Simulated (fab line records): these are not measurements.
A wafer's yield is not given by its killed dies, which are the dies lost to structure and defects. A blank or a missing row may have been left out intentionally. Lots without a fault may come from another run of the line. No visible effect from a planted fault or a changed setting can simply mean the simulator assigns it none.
The same fault as seen by 2 desks	flow gf180mcu	numbers are kept per desk, each desk with only its own; the story behind them comes last

== AT THE METROLOGY DESK ==
Means of the sampled wafers that have a number, per lot and without regard to the tool the lot ran on: this is what the gauges read. Any lot whose mean is over 4 standard deviations away from the usual mean is out of limits and marked OUT; that distance is given in the brackets.
Columns: A = VT_IMPLANT_TW at GF_VT_IMPLANT_TW_MEAS_10, usual 565; B = POLY_GATE_CVD_00_THK at GF_POLY_GATE_THK_MEAS_01, usual 201.0 nm; C = cd nm at GF_HV_LDD_CD_MEAS_31, usual 400.7 nm; D = NSD_TW at GF_NSD_TW_MEAS_12, usual 4279
lot	first seen here	A	B	C	D
L260	day 5 23:47	556	202.8	400.4	4368
L261	day 6 06:13	562	201.0	398.5	4278
L263	day 6 14:49	577	198.5	404.7	4216
L264	day 6 20:36	566	197.5	400.9	4364
L266	day 7 08:52	567	200.3	399.8	4221
L267	day 7 14:03	557	202.6	401.3	4246
L268	day 7 20:11	554	200.1	400.6	4389
L269	day 8 03:53	559	203.8	398.2	4285
L270	day 8 10:45	558	200.1	399.9	4242
L272	day 8 19:39	559	211.8 (+6.0) OUT	400.3	4366
L273	day 9 04:39	568	198.2	399.3	4255
L274	day 9 09:50	557	229.5 (+16) OUT	400.2	4379
L275	day 9 20:56	560	228.1 (+15) OUT	402.1	4244
L282	day 11 15:32	579	202.5	404.8	4250
This desk reports L272, L274, L275 out of limits; the earliest was L272 at day 12 01:09 (POLY_GATE_CVD_00_THK at GF_POLY_GATE_THK_MEAS_01). L260, L261, L263, L264, L266, L267, L268, L269, L270, L273, L282: within limits.

== TOOL OWNER'S DESK, lpcvd-02 ==
The tool's own readings at GF_POLY_GATE_CVD_00 (deposits poly-Si, target thk 200 nm, time 1200 s): means of the sampled wafers that have a number, for each lot that ran on this tool. Any lot whose mean is over 4 standard deviations away from the usual mean is out of limits and marked OUT; that distance is given in the brackets.
Columns: A = spike tc centre C at GF_POLY_GATE_CVD_00, usual 619.4 C; B = zone power centre pct at GF_POLY_GATE_CVD_00, usual 9.0 %
lot	first seen here	A	B
L260	day 8 17:31	618.0	9.1
L266	day 10 10:54	619.8	9.1
L268	day 10 23:43	618.3	9.1
L269	day 11 10:14	619.5	8.6
L270	day 11 16:45	618.6	9.1
L272	day 11 23:49	632.9 (+11) OUT	10.6
L274	day 12 16:31	632.5 (+11) OUT	11.4
L275	day 13 05:25	632.3 (+11) OUT	11.3
This desk's finding: out of limits on L272, L274, L275; first on L272, day 11 23:49 (spike tc centre C at GF_POLY_GATE_CVD_00). L260, L266, L268, L269, L270: within limits.

== ALL TOGETHER ==
The tool owner's desk could have raised an alarm at day 11 23:49, on L272, L274, L275.
An alarm was possible from the metrology desk at day 12 01:09, on L272, L274, L275.
Every lot named ran GF_POLY_GATE_CVD_00 on lpcvd-02.

== WHAT THE SIMULATOR HAD PUT IN ==
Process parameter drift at GF_POLY_GATE_CVD_00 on lpcvd-02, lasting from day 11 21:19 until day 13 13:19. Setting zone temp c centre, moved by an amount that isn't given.
Shown lots that were struck: L272, L274, L275.
Delay (hours) between the fault's onset and each desk's first out-of-limits reading: 2 at the tool owner's desk, 4 at the metrology desk.
